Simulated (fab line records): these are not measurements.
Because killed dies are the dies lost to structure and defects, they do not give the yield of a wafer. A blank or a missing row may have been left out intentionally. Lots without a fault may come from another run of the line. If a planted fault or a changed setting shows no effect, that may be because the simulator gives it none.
The same fault as seen by 2 desks ; flow gf180mcu ; each desk holds nothing but its own numbers, with what lay behind them at the end

METROLOGY DESK
What the gauges read for every lot (on any tool): the sampled wafers with a number, averaged. Marked OUT: a lot whose mean sits more than 4 standard deviations from the usual mean, which makes it out of limits; the brackets give that distance.
Columns: A = NSD_TW at GF_NSD_TW_MEAS_12, usual 4236; B = SAB_OVL at GF_SAB_OVL_MEAS_10, usual 0.6 nm
lot;first seen here;A;B
L574;day 13 09:14;4243;0.7
L576;day 13 19:03;4259;1.5
L577;day 14 07:59;4249;2.7
L578;day 14 14:59;4170;0.5
L580;day 15 14:10;4248;0.6
L581;day 15 21:02;4179;0.5
L583;day 16 13:22;4218;1.7
L584;day 16 18:11;4172;-0.1
L588;day 18 03:02;4258;1.7
L589;day 18 07:49;4285;-0.9
L590;day 18 13:28;4239;-0.2
L592;day 19 05:38;4189;0.3
L595;day 20 05:14;4264;0.2
L596;day 20 14:16;4261;0.9
Finding of this desk: none of the 14 lots has anything out of limits.

TOOL OWNER'S DESK, cmp-02
The tool's own readings at GF_CONTACT_CMP_04 (polishes SiO2): means of the sampled wafers that have a number, for each lot that ran on this tool. Marked OUT: a lot whose mean sits more than 4 standard deviations from the usual mean, which makes it out of limits; the brackets give that distance.
Columns: A = motor_current_A at GF_CONTACT_CMP_04, usual 11.4 A; B = time_to_endpoint_s at GF_CONTACT_CMP_04, usual 115 s
lot;first seen here;A;B
L576;day 15 14:04;11.3;113
L580;day 17 10:43;11.2;110
L581;day 17 18:23;11.7;116
L583;day 18 12:19;11.0;109
L584;day 18 18:37;11.4;113
L588;day 20 06:49;10.9;62 (-8.5) OUT
L589;day 20 10:50;10.6;67 (-7.6) OUT
Finding of this desk: L588, L589 out of limits; the first was L588 at day 20 06:49, on time_to_endpoint_s at GF_CONTACT_CMP_04. In limits: L576, L580, L581, L583, L584.

BROUGHT TOGETHER
The tool owner's desk could have raised an alarm at day 20 06:49, on L588, L589.
At the metrology desk, nothing out of limits was observed.
The metrology desk has L588, L589 on record, within its limits.
On cmp-02, each named lot ran GF_CONTACT_CMP_04.

WHAT THE SIMULATOR PUT IN
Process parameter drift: cmp-02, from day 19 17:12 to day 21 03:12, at GF_CONTACT_CMP_04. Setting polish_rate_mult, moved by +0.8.
Shown lots that were struck: L588, L589.
Delay in hours, fault start to first out-of-limits reading, by desk: the tool owner's desk at 14.
